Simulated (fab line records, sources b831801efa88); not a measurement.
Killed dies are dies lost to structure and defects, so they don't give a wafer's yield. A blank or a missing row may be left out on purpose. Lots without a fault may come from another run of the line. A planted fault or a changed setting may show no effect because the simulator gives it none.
Which tool did it? | flow sky130 | 10 lots, 30 wafers sampled, at 4 steps of a route of 708

WHAT THE GAUGES READ, wafer by wafer
SKY_VIA2_OVL_MEAS_13.
lot  | measured     | on         | VIA2_OVL (nm)
L489 | day 36 18:44 | overlay-01 | 4 11 10
L490 | day 37 01:59 | overlay-02 | -4 1 -3
L491 | day 37 19:11 | overlay-02 | 6 5 2
L493 | day 38 11:20 | overlay-01 | -7 -6 -4
L494 | day 38 21:23 | overlay-01 | -4 -3 1
L498 | day 39 13:29 | overlay-01 | 5 3 -2
L499 | day 39 22:59 | overlay-02 | -2 -5 -3
L500 | day 40 23:44 | overlay-02 | -6 -3 -8
L508 | day 42 11:02 | overlay-02 | -3 -6 0
L509 | day 43 04:26 | overlay-01 | -5 0 2

SKY_VIA2_RS_MEAS_22: measures by four-point-probe.
lot  | measured     | on            | VIA2_W_RS (ohm/sq)
L489 | day 36 19:41 | film_metro-03 | 0.2760 0.2703 0.2726
L490 | day 37 03:10 | film_metro-02 | 0.2699 0.2736 0.2737
L491 | day 37 20:10 | film_metro-02 | 0.2722 0.2700 0.2756
L493 | day 38 12:17 | film_metro-04 | 0.2753 0.2741 0.2724
L494 | day 38 22:22 | film_metro-03 | 0.2717 0.2724 0.2687
L498 | day 39 14:27 | film_metro-04 | 0.2714 0.1416 0.2715 0.2706 0.1417 0.2718
L499 | day 39 23:59 | film_metro-03 | 0.2740 0.2762 0.2737
L500 | day 41 00:46 | film_metro-03 | 0.1399 0.1407 0.2676 0.1398 0.1403 0.2680
L508 | day 42 11:59 | film_metro-04 | 0.2773 0.2721 0.2753
L509 | day 43 05:22 | film_metro-03 | 0.2712 0.2731 0.2717

WHICH TOOL RAN EACH LOT (tool, then ch and the chambers of the sampled wafers, then the start)
lot  | SKY_VIA2_ETCH_14                   | SKY_VIA2_CVD_21
L489 | rie_diel-02 ch 1,2,3, day 36 18:46 | cvd_w-02 ch 0,1, day 36 19:32
L490 | rie_diel-01 ch 0,3, day 37 02:01   | cvd_w-01 ch 0,1, day 37 03:01
L491 | rie_diel-03 ch 0,1,3, day 37 19:13 | cvd_w-01 ch 0,1, day 37 20:02
L493 | rie_diel-01 ch 1,3, day 38 11:22   | cvd_w-01 ch 0,1, day 38 12:08
L494 | rie_diel-01 ch 0,3, day 38 21:25   | cvd_w-02 ch 0,1, day 38 22:13
L498 | rie_diel-03 ch 0,1,3, day 39 13:31 | cvd_w-01 ch 0,1, day 39 14:18
L499 | rie_diel-01 ch 1,2, day 39 23:01   | cvd_w-02 ch 0,1, day 39 23:50
L500 | rie_diel-02 ch 0,2, day 40 23:46   | cvd_w-01 ch 0,1, day 41 00:38
L508 | rie_diel-01 ch 1,3, day 42 11:04   | cvd_w-02 ch 0,1, day 42 11:50
L509 | rie_diel-03 ch 1,3, day 43 04:28   | cvd_w-02 ch 0,1, day 43 05:14
- SKY_VIA2_ETCH_14: etches BARC in N2/H2, stops on SiO2, time 45.9 s, target depth 60 nm.
- SKY_VIA2_CVD_21: deposits W, target thk 420 nm, time 126.4 s.

WHAT THE TOOLS THEMSELVES READ (means of the sampled wafers that have a number; where no wafer has one, the mark that the record gives instead)
SKY_VIA2_ETCH_14.
lot  | tool        | drypump_motor_current_A (A) | oes_product_au (a.u.) | throttle_valve_pct (%)
L489 | rie_diel-02 | 5.9                         | 0.865                 | 13.236
L490 | rie_diel-01 | 5.3                         | 0.854                 | 13.213
L491 | rie_diel-03 | 5.8                         | 0.858                 | 13.224
L493 | rie_diel-01 | 5.5                         | 0.859                 | 13.234
L494 | rie_diel-01 | 5.4                         | 0.857                 | 13.226
L498 | rie_diel-03 | 5.8                         | 0.854                 | 13.220
L499 | rie_diel-01 | 5.7                         | 0.861                 | 13.224
L500 | rie_diel-02 | 6.4                         | 0.856                 | 13.226
L508 | rie_diel-01 | 5.5                         | 0.853                 | 13.228
L509 | rie_diel-03 | 6.1                         | 0.855                 | 13.228

SKY_VIA2_CVD_21.
lot  | tool     | heater_power_w (W)
L489 | cvd_w-02 | 885
L490 | cvd_w-01 | 811
L491 | cvd_w-01 | 811
L493 | cvd_w-01 | 806
L494 | cvd_w-02 | 798
L498 | cvd_w-01 | 795
L499 | cvd_w-02 | 870
L500 | cvd_w-01 | 820
L508 | cvd_w-02 | 801
L509 | cvd_w-02 | 882

THE ANSWER, worked out from the rows above alone
Rule: what is usual is taken from the lots themselves. Put in order of their means at a reading, lots are off if they are a third of the lots or fewer, leave a main group of 4 or more, and stand apart from it by a gap of 3 or more times the standard deviation of the main group's means; of several such gaps the widest counts. A main group whose means are all the same, to the digits that the tables above print for the reading, isn't used. A lot without any number at a reading at which 4 lots or more have one is off too. The other lots that the step has rows for count as sound. The gauges are gone through in route order, then the tools' own readings, and for those a lot's mean is taken as printed above. The first step at which some lot is off is used, and at that step the reading that is off furthest; a lot without a number counts as furthest.
Off: L498, L500, at SKY_VIA2_RS_MEAS_22 (VIA2_W_RS). The main group: mean 0.2730 ohm/sq, standard deviation 0.0013.
A tool fits if, at a process step before that reading, it ran every lot that is off, and no sound lot after the first of them. The gauges at SKY_VIA2_RS_MEAS_22 are tried like those tools. One fits: cvd_w-01 at SKY_VIA2_CVD_21. Its last sound lot is L493 (day 38 12:08), its first lot that is off L498 (day 39 14:18): a fault that began between those two fits.

WHAT THE SIMULATOR HAD PUT IN
Process parameter drift: cvd_w-01, from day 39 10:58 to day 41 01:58, at SKY_VIA2_CVD_21. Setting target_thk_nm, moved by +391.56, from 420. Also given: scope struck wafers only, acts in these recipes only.
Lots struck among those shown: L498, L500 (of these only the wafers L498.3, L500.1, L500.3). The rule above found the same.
